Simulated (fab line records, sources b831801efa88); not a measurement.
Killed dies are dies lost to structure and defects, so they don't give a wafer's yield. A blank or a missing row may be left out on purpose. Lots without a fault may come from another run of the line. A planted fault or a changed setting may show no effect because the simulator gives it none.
A struck lot beside a sound one | flow sky130 | 15 steps out of a route of 708
Sound: wafers L360.3, L360.4, L360.5. Struck: wafers L354.1, L354.2, L354.4. The cause comes at the end.
At each step with rows: each side's tool, then ch and its chambers, then its first start. Under that, the readings that differ: sound wafers | struck wafers | difference of the means | sigmas: that difference in standard deviations of wafers without a fault.
alike: readings whose means differ by less than 2 such deviations, and words and numbers that are the same on both sides. not compared: withheld readings, readings that some wafer has no value for, bounds like >300 that may hide the same value, and numbers for which the record gives no deviation and whose values overlap.
The two part at a step that has a row with sigmas, a row that says differs or no value, or rows on one side only. Numbers that don't overlap but have no deviation are shown without sigmas and don't part them. A reading that every wafer of one side lacks parts them only if that side has two wafers or more.

first, 4 steps without rows for these wafers: SKY_DNWELL_EXPOSE_04 (exposes mask DNM, target cd 3000 nm); SKY_DNWELL_PEB_05; SKY_DNWELL_DEVELOP_06 (develop time 60 s); SKY_DNWELL_IMPLANT_07.
SKY_DNWELL_STRIP_08: strips in O2/N2.
  sound on plasma_asher-02 ch 0,1, day 6 08:41; struck on plasma_asher-01 ch 0,1, day 4 23:24
  alike: drypump_motor_current_A, oes_product_au, strip_time_to_endpoint_s
  not compared: rf_hours_counter_h
SKY_DNWELL_TW_MEAS_09:
  sound on film_metro-02, day 6 08:46; struck on film_metro-04, day 4 23:30
  alike: DNWELL_TW
then, 6 steps without rows for these wafers: SKY_PWDE_DEHYDRATE_00 (time 60 s); SKY_PWDE_HMDS_01 (prime time 60 s); SKY_PWDE_COAT_02 (resist thk 3000 nm); SKY_PWDE_SOFTBAKE_03; SKY_PWDE_EXPOSE_04 (exposes mask PWDEM, target cd 840 nm); SKY_PWDE_PEB_05.
SKY_PWDE_DEVELOP_06: develop time 60 s.
  sound on litho_track-01 ch 0, day 7 04:00; struck on litho_track-04 ch 0, day 5 17:00
  reading              | sound             | struck            | difference | sigmas
  developer_temp_C (C) | 23.10 23.07 23.00 | 23.79 23.79 23.84 | +0.75      | +7
SKY_PWDE_OVL_MEAS_07:
  sound on overlay-02, day 7 04:18; struck on overlay-01, day 5 17:10
  alike: PWDE_OVL
-- the record jumps here: 42 days lie between the struck wafers' starts before and after (it left off in module PWDE and takes up again in module PAD_OPEN, whose first step shown is number 708 of the route) --
SKY_PAD_OPEN_PROBE_99:
  sound on prober-01, day 49 11:51; struck on prober-01, day 47 23:17
  alike: killed_at_M0_to_M3, killed_at_M4_up, killed_at_contacts, killed_at_front_end, killed_at_other, killed_dies, killed_open, killed_short

WHERE THEY PART
Only at SKY_PWDE_DEVELOP_06, within this record. Later steps at which nothing parts them and some readings are alike: SKY_PWDE_OVL_MEAS_07, SKY_PAD_OPEN_PROBE_99.

WHY: what the simulator had put in
Process parameter drift: litho_track-04, from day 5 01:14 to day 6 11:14, at SKY_PWDE_DEVELOP_06. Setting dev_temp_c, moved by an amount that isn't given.
